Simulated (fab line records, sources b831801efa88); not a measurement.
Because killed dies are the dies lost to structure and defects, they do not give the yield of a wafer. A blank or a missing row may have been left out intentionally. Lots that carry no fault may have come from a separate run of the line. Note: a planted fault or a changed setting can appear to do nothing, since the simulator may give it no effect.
One fault through the eyes of 2 desks | flow sky130 | every desk sees just its own numbers, and what lay behind them comes last

## FROM THE METROLOGY DESK
Lot by lot, what the gauges showed, no matter which tool ran the lot: averages of those sampled wafers that carry a number. The brackets show how far a lot's mean lies from the usual mean; more than 4 standard deviations puts the lot out of limits, marked OUT.
Columns: A = cd nm at SKY_SD_N_CD_MEAS_07, usual 379.6 nm; B = SD_N_OVL at SKY_SD_N_OVL_MEAS_08, usual 1.2 nm; C = SD_N_TW at SKY_SD_N_TW_MEAS_12, usual 3999
lot  | first seen here | A     | B    | C
L780 | day 28 14:22    | 380.3 | -1.3 | 4063
L781 | day 28 14:38    | 380.9 | 0.8  | 4082
L790 | day 31 08:50    | 377.3 | 1.6  | 3927
L791 | day 31 16:02    | 378.3 | 0.5  | 3932
L799 | day 34 12:23    | 382.2 | 1.0  | 3967
L803 | day 36 04:11    | 379.3 | 1.2  | 4071
Result from this desk: across the 6 lots, nothing is out of limits.

## DESK OF THE TOOL OWNER: wet bench-01
The tool's own readings at SKY_SD_N_CLEAN_13 (cleans in SC1/SC2, time 150 s): means of the sampled wafers that have a number, for each lot that ran on this tool. The brackets show how far a lot's mean lies from the usual mean; more than 4 standard deviations puts the lot out of limits, marked OUT.
Columns: A = run length s at SKY_SD_N_CLEAN_13, usual 177 s; B = temp c at SKY_SD_N_CLEAN_13, usual 70.00 C
lot  | first seen here | A            | B
L781 | day 28 15:16    | 176          | 70.14
L790 | day 31 09:26    | 98 (-23) OUT | 70.02
L791 | day 31 16:38    | 98 (-23) OUT | 70.01
L803 | day 36 04:48    | 175          | 70.06
This desk's verdict: out of limits on L790, L791, starting with L790 at day 31 09:26 (run length s at SKY_SD_N_CLEAN_13). L781, L803: within limits.

## BROUGHT TOGETHER
On L790, L791, at day 31 09:26, an alarm was possible from the tool owner's desk.
The metrology desk saw nothing out of limits.
The metrology desk holds a record of L790, L791, inside its limits.
On wet bench-01, each named lot ran SKY_SD_N_CLEAN_13.

## WHAT WAS PUT IN BY THE SIMULATOR
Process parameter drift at SKY_SD_N_CLEAN_13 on wet bench-01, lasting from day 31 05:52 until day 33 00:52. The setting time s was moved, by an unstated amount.
Struck lots among those shown: L790, L791.
Time in hours from fault onset to the first out-of-limits reading at each desk: the tool owner's desk, 4.
